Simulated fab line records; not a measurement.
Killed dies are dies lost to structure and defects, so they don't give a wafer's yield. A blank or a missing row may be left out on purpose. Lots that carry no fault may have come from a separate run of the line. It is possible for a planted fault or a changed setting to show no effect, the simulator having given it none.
The tool behind it: which one? | flow sky130 | 33 wafers from 11 lots sampled at 7 of the route's 708 steps

== WHAT THE GAUGES SHOWED, per wafer ==
SKY_DNWELL_TW_MEAS_09. Usual: for DNWELL_TW the level is 1109 and the standard deviation is 8.
lot  | measured    | on            | DNWELL_TW      | flag
L762 | day 3 18:26 | film_metro-04 | 1111 1111 1105 |
L763 | day 3 22:10 | film_metro-04 | 1113 1111 1104 |
L764 | day 4 02:47 | film_metro-02 | 1101 1109 1114 |
L765 | day 4 07:40 | film_metro-02 | 1119 1113 1116 |
L766 | day 4 13:29 | film_metro-04 | 1117 1120 1126 |
L767 | day 4 17:23 | film_metro-03 | 1100 1098 1097 |
L776 | day 6 17:41 | film_metro-03 | 1103 1101 1104 |
L777 | day 7 01:08 | film_metro-02 | 1116 1111 1109 |
L779 | day 7 12:46 | film_metro-04 | 1115 1112 1118 |
L781 | day 7 23:23 | film_metro-03 | 1108 1105 1112 |
L783 | day 8 08:52 | film_metro-03 | 1105 1101 1101 |

SKY_PWDE_TW_MEAS_10. Usual: for PWDE_TW the level is 373 and the standard deviation is 3.
lot  | measured    | on            | PWDE_TW        | flag
L762 | day 4 11:05 | film_metro-02 | 371 369 372    |
L763 | day 4 14:34 | film_metro-04 | 375 377 375    |
L764 | day 4 19:52 | film_metro-04 | 378 374 376    |
L765 | day 5 01:07 | film_metro-04 | 374 374 373    |
L766 | day 5 06:42 | film_metro-04 | 1139 1131 1135 | OFF
L767 | day 5 11:45 | film_metro-04 | 1132 1131 1132 | OFF
L776 | day 7 13:38 | film_metro-02 | 371 372 371    |
L777 | day 7 21:07 | film_metro-04 | 373 372 373    |
L779 | day 8 08:35 | film_metro-04 | 372 375 375    |
L781 | day 8 19:44 | film_metro-03 | 371 372 372    |
L783 | day 9 05:01 | film_metro-03 | 370 370 371    |

SKY_NWELL_TW_MEAS_15. Usual: for NWELL_TW the level is 1807 and the standard deviation is 14.
lot  | measured     | on            | NWELL_TW       | flag
L762 | day 5 04:47  | film_metro-02 | 1802 1795 1801 |
L763 | day 5 08:36  | film_metro-04 | 1826 1828 1829 |
L764 | day 5 14:10  | film_metro-04 | 1822 1812 1822 |
L765 | day 5 18:34  | film_metro-02 | 1815 1802 1802 |
L766 | day 6 01:58  | film_metro-03 | 1906 1895 1901 | OFF
L767 | day 6 06:37  | film_metro-02 | 1920 1924 1921 | OFF
L776 | day 8 10:47  | film_metro-04 | 1814 1821 1810 |
L777 | day 8 17:22  | film_metro-04 | 1814 1819 1811 |
L779 | day 9 05:08  | film_metro-04 | 1819 1828 1810 |
L781 | day 9 17:21  | film_metro-03 | 1789 1802 1791 |
L783 | day 10 02:49 | film_metro-02 | 1792 1787 1788 |

SKY_NWELL_TW_MEAS_26. Usual: for NWELL_2_TW the level is 493 and the standard deviation is 3.3.
lot  | measured     | on            | NWELL_2_TW     | flag
L762 | day 5 23:30  | film_metro-04 | 496 498 496    |
L763 | day 6 02:58  | film_metro-04 | 497 493 497    |
L764 | day 6 08:34  | film_metro-04 | 494 496 500    |
L765 | day 6 13:13  | film_metro-03 | 490 486 487    |
L766 | day 6 21:12  | film_metro-04 | 1147 1148 1147 | OFF
L767 | day 7 01:37  | film_metro-02 | 1140 1136 1138 | OFF
L776 | day 9 06:55  | film_metro-02 | 489 492 490    |
L777 | day 9 14:43  | film_metro-02 | 495 491 495    |
L779 | day 10 02:47 | film_metro-04 | 493 493 496    |
L781 | day 10 15:31 | film_metro-02 | 487 488 492    |
L783 | day 11 01:46 | film_metro-02 | 487 487 492    |

SKY_VT_ADJUST_HVTP_CD_MEAS_07: the cd target is 380 nm. Usual: cd_nm at 380.0 nm, with a standard deviation of 2.6.
lot  | measured     | on        | cd_nm (nm)        | flag
L762 | day 6 18:06  | cd_sem-02 | 378.7 382.6 382.6 |
L763 | day 6 22:41  | cd_sem-01 | 377.6 376.4 379.4 |
L764 | day 7 03:26  | cd_sem-02 | 377.7 377.2 377.9 |
L765 | day 7 08:44  | cd_sem-02 | 380.6 381.0 380.2 |
L766 | day 7 16:53  | cd_sem-01 | 378.9 378.1 380.5 |
L767 | day 7 21:50  | cd_sem-01 | 377.7 378.9 378.2 |
L776 | day 10 04:41 | cd_sem-01 | 379.6 379.7 381.6 |
L777 | day 10 12:17 | cd_sem-02 | 381.0 380.9 378.0 |
L779 | day 11 02:16 | cd_sem-01 | 384.7 382.9 384.6 |
L781 | day 11 15:05 | cd_sem-02 | 379.3 381.2 379.5 |
L783 | day 12 02:07 | cd_sem-01 | 379.5 380.7 379.6 |

== WHICH TOOL RAN EACH LOT (tool, then ch and the chambers of the sampled wafers, then the start) ==
lot  | SKY_DNWELL_COAT_02               | SKY_DNWELL_STRIP_08
L762 | litho_track-02 ch 0, day 3 09:35 | plasma_asher-02 ch 0,1, day 3 18:20
L763 | litho_track-03 ch 0, day 3 13:20 | plasma_asher-01 ch 0,1, day 3 22:04
L764 | litho_track-02 ch 0, day 3 18:28 | plasma_asher-03 ch 0,1, day 4 02:41
L765 | litho_track-04 ch 0, day 3 21:53 | plasma_asher-01 ch 0,1, day 4 07:34
L766 | litho_track-03, day 4 04:59      | plasma_asher-02 ch 0,1, day 4 13:23
L767 | litho_track-03, day 4 08:41      | plasma_asher-01 ch 0,1, day 4 17:17
L776 | litho_track-03 ch 0, day 6 07:32 | plasma_asher-01 ch 0,1, day 6 17:35
L777 | litho_track-03 ch 0, day 6 15:32 | plasma_asher-02 ch 0, day 7 01:02
L779 | litho_track-03 ch 0, day 7 02:02 | plasma_asher-01 ch 0,1, day 7 12:40
L781 | litho_track-03 ch 0, day 7 13:38 | plasma_asher-01 ch 0,1, day 7 23:17
L783 | litho_track-03 ch 0, day 7 22:10 | plasma_asher-03 ch 0,1, day 8 08:46
- SKY_DNWELL_COAT_02: resist thk 3000 nm.
- SKY_DNWELL_STRIP_08: strips in O2/N2.

== AS READ BY THE TOOLS THEMSELVES (means over the sampled wafers that have a number; for cases with no such wafer, the mark the record gives instead) ==
SKY_DNWELL_COAT_02. Usual: chill_plate_temp_C 22.99 C, standard deviation 0.11; dispense_pressure_kPa 49.7 kPa, standard deviation 0.64; spin_speed_rpm 1999.6 rpm, standard deviation 1.4.
lot  | tool           | chill_plate_temp_C (C) | dispense_pressure_kPa (kPa) | spin_speed_rpm (rpm) | flag
L762 | litho_track-02 | 22.83                  | 48.8                        | 1998.3               |
L763 | litho_track-03 | 22.97                  | 49.8                        | 2000.0               |
L764 | litho_track-02 | 22.84                  | 48.8                        | 1999.5               |
L765 | litho_track-04 | 23.11                  | 50.7                        | 2000.3               |
L766 | litho_track-03 | -                      | -                           | -                    | OFF
L767 | litho_track-03 | -                      | -                           | -                    | OFF
L776 | litho_track-03 | 22.96                  | 49.8                        | 1999.5               |
L777 | litho_track-03 | 23.10                  | 49.7                        | 1999.9               |
L779 | litho_track-03 | 23.07                  | 49.7                        | 2000.6               |
L781 | litho_track-03 | 22.95                  | 49.7                        | 2001.6               |
L783 | litho_track-03 | 23.08                  | 49.7                        | 2000.1               |

SKY_DNWELL_STRIP_08. Usual: drypump_motor_current_A 5.3 A, standard deviation 0.46; n2_flow_sccm 300.0 sccm, standard deviation 0.86; oes_product_au 0.723 a.u., standard deviation 0.0048; strip_time_to_endpoint_s 36.82 s, standard deviation 0.094.
lot  | tool            | drypump_motor_current_A (A) | n2_flow_sccm (sccm) | oes_product_au (a.u.) | strip_time_to_endpoint_s (s) | flag
L762 | plasma_asher-02 | 5.8                         | 299.1               | 0.723                 | 36.62                        |
L763 | plasma_asher-01 | 4.9                         | 299.4               | 0.725                 | 36.91                        |
L764 | plasma_asher-03 | 5.5                         | 300.0               | 0.722                 | 36.68                        |
L765 | plasma_asher-01 | 5.1                         | 298.7               | 0.729                 | 36.85                        |
L766 | plasma_asher-02 | 5.7                         | 301.1               | -                     | -                            | OFF
L767 | plasma_asher-01 | 5.1                         | 300.3               | -                     | -                            | OFF
L776 | plasma_asher-01 | 5.1                         | 299.6               | 0.717                 | 36.82                        |
L777 | plasma_asher-02 | 5.0                         | 300.5               | 0.720                 | 36.92                        |
L779 | plasma_asher-01 | 5.1                         | 299.7               | 0.723                 | 36.80                        |
L781 | plasma_asher-01 | 4.9                         | 300.5               | 0.722                 | 36.78                        |
L783 | plasma_asher-03 | 5.4                         | 300.2               | 0.723                 | 36.79                        |

== THE ANSWER, worked out from the rows above alone ==
Rule: a lot is off if the mean of its wafers that have a number lies more than 3 standard deviations from the usual mean. Also off: a lot with no number at a reading for which 4 or more lots have one. The other lots that the step has rows for count as sound. Order of review: gauges by route order, followed by the tools' own readings, for which a lot's mean as printed above is used. The first step at which some lot is off is used, and at that step the reading that is off furthest; a lot without a number counts as furthest.
Off: at SKY_PWDE_TW_MEAS_10 (PWDE_TW), L766, L767.
If a tool, at a process step before that reading, ran all the lots that are off and no sound lot after the first of them, it fits. The gauges at SKY_PWDE_TW_MEAS_10 aren't tried: what is off there is off at SKY_NWELL_TW_MEAS_15 too, on other tools, and a gauge's error can't cause that. Not one of the candidates tried fits.

== WHAT THE SIMULATOR HAD INSERTED ==
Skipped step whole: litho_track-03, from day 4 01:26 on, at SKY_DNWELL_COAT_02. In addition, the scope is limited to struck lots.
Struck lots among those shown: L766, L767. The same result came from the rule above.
